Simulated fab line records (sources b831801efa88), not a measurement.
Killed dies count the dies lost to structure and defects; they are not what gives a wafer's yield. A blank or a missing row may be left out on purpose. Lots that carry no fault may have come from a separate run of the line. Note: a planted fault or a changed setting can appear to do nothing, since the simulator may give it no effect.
Code-filled problem report in 8D (eight disciplines) form -- flow sky130 -- the parts of the form that need people (team, actions taken, sign-off) are left out

1. WHAT WENT WRONG
Mean of dose ions cm2 at SKY_VT_ADJUST_NCORE_IMPLANT_09: 2.2451e+12 across 6 wafers in 2 lots; on wafers with no fault it is 2.3992e+12 (standard deviation 2.5e+09). Measured from the usual mean, that is -62 standard deviations.
Seen first at day 11 16:05 on implanter-01, wafer L460.2. The record holds 33 wafers of 11 lots with a number at this step. Rule for "out", or "out of limits": more than 4 standard deviations from the usual mean. The rest of the wafers with a number are treated as sound.

2. WHAT IT IS; WHAT IT IS NOT
question,is,is not
which readings at this step,dose ions cm2,-
which lots,"L460, L463","L450, L451, L452, L455, L456, L457, L470, L471, L473"
which wafers of those lots,all that have a number,-
read on which tools,implanter-01,"implanter-02, implanter-03"
when,from day 11 16:05,"up to then (18 sound wafers); but 9 sound wafers of L470, L471, L473 came after"

3. WHAT RULES OUT EACH SUSPECT
Counting: a tool at any process step up to the reading remains a suspect when it ran all the lots that are out and ran no sound lot after the first of those.
- plasma asher-04 at SKY_VT_ADJUST_LVTN_STRIP_20 (strips in O2/N2): ruled out as a lasting fault. After its first lot that is out, L460 (day 10 16:01), sound lots L470, L471, L473 ran on it.
- implanter-01 at SKY_VT_ADJUST_NCORE_IMPLANT_09: kept. Every lot that is out went through it, starting with L460 (day 11 16:05), and after that it ran no sound lot; the last sound lot it ran before then is L457 (day 10 21:54). Its own readings are out on those wafers: dose ions cm2.
The count leaves implanter-01 at SKY_VT_ADJUST_NCORE_IMPLANT_09.

4. THE CAUSE (what the simulator had put in)
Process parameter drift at SKY_VT_ADJUST_NCORE_IMPLANT_09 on implanter-01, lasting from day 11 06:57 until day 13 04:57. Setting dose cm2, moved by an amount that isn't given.
Counting left only this tool.

5. THE EFFECT CHAIN, in route order
Rows list readings where the struck wafers' mean (over those with a number) sits beyond 3 standard deviations from the usual. Scope: only readings with a usual standard deviation given in the record; hours: median across lots of the time from each lot's start at the first step in this table that gives one to its start at this step; sigmas: change in usual standard deviations.
hours,step,reading,usual,on struck wafers,change,sigmas
0,SKY_VT_ADJUST_NCORE_IMPLANT_09,dose ions cm2,2.3992e+12,2.2451e+12,-1.5408e+11,-62
Process steps it contains:
- SKY_VT_ADJUST_NCORE_IMPLANT_09

6. HOW IT WOULD HAVE BEEN CAUGHT EARLIER
The fault began at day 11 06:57; the first out-of-limits reading in this record came at day 11 16:05, 9 hours later.
